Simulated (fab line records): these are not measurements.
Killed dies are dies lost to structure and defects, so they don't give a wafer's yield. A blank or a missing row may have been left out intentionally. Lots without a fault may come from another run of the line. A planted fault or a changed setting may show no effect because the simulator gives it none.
A lot that was struck, set against a sound lot / flow sky130 / 15 steps out of a route of 708
Sound: the wafers L196.1, L196.3, L196.5. Wafers L187.1, L187.2, L187.3 were the ones struck. Last of all comes the cause.
Per side, at each step with rows, come the tool, then ch with its chambers, and then its first start. Under that, the readings that differ: sound wafers / struck wafers / difference of the means / sigmas: that difference in standard deviations of wafers without a fault.
alike: same words and numbers on both sides, and readings whose means sit less than 2 such deviations apart. not compared: any withheld reading, any reading some wafer has no value for, any bound like >300 that may hide the same value, and any number with overlapping values for which the record gives no deviation.
A row with sigmas, a row that says differs or no value, or rows on one side alone: a step with any of these is where the two part. When numbers do not overlap yet have no deviation, they are printed without sigmas and do not part them. A reading missing from all wafers of one side parts the sides only when that side holds two or more wafers.

first, 3 steps without rows for these wafers: SKY_VIA2_EXPOSE_09 (exposes mask VIM2, target cd 200 nm); SKY_VIA2_PEB_10; SKY_VIA2_DEVELOP_11 (develop time 60 s).
SKY_VIA2_CD_MEAS_12 targets a cd of 200 nm.
  sound on cd sem-02, day 40 10:38; struck on cd sem-01, day 37 17:51
  alike: cd nm
SKY_VIA2_OVL_MEAS_13:
  sound on overlay-02, day 40 10:46; struck on overlay-02, day 37 17:58
  alike: VIA2_OVL
SKY_VIA2_ETCH_14: etches BARC in N2/H2, stops on SiO2, time 45.9 s, target depth 60 nm.
  sound on rie diel-01 ch 0,2,3, day 40 10:48; struck on rie diel-04 ch 0,2,3, day 37 18:00
  alike: drypump motor current A, h2 flow sccm, oes product au, throttle valve pct
  not compared: rf hours counter h
SKY_VIA2_ETCH_15: etches SiO2 in C4F8/O2/Ar, stops on TiN, target depth 546 nm, time 84 s.
  sound on rie diel-01 ch 0,2,3, day 40 10:50; struck on rie diel-04 ch 0,2,3, day 37 18:03
  alike: oes product au
SKY_VIA2_STRIP_16: strips in O2/N2.
  sound on plasma asher-04 ch 0, day 40 10:54; struck on plasma asher-03 ch 0,1, day 37 18:07
  alike: drypump motor current A, oes product au, strip time to endpoint s
  not compared: rf hours counter h
then, 3 steps without rows for these wafers: SKY_VIA2_STRIP_17 (strips in post etch residue remover, time 1200 s); SKY_VIA2_CLEAN_18 (cleans in IPA, time 180 s); SKY_VIA2_CLEAN_19 (cleans in O3/DIW).
SKY_VIA2_SPUTTER_20: material TiN, target thk 20 nm, time 80 s.
  sound on pvd sputter-03, day 40 11:30; struck on pvd sputter-03, day 37 18:44
  alike: throttle valve pct
SKY_VIA2_CVD_21: deposits W, target thk 420 nm, time 126.4 s.
  sound on cvd w-02 ch 0, day 40 11:34; struck on cvd w-02 ch 1, day 37 18:48
reading=model.W_of_VIA2_CVD_21.thk nm (nm); sound=419.9 421.1 423.5; struck=123 126.6 123; difference=-297; sigmas=
  alike: heater power w
SKY_VIA2_RS_MEAS_22: measurement is done with a four-point probe.
  sound on film metro-01, day 40 11:41; struck on film metro-03, day 37 19:21
reading=VIA2_W_RS (ohm/sq); sound=0.2719 0.2717 0.2703; struck=0.9556 0.9267 0.9562; difference=+0.6749; sigmas=+99 or more
  not compared: hold
SKY_PAD_OPEN_PROBE_99:
  rows exist in the record for the sound wafers here (prober-01, day 49 02:10), none for the struck ones

WHERE THEY PART
At SKY_VIA2_RS_MEAS_22 first; at SKY_PAD_OPEN_PROBE_99 last (within this record only).

WHY: what had been put in by the simulator
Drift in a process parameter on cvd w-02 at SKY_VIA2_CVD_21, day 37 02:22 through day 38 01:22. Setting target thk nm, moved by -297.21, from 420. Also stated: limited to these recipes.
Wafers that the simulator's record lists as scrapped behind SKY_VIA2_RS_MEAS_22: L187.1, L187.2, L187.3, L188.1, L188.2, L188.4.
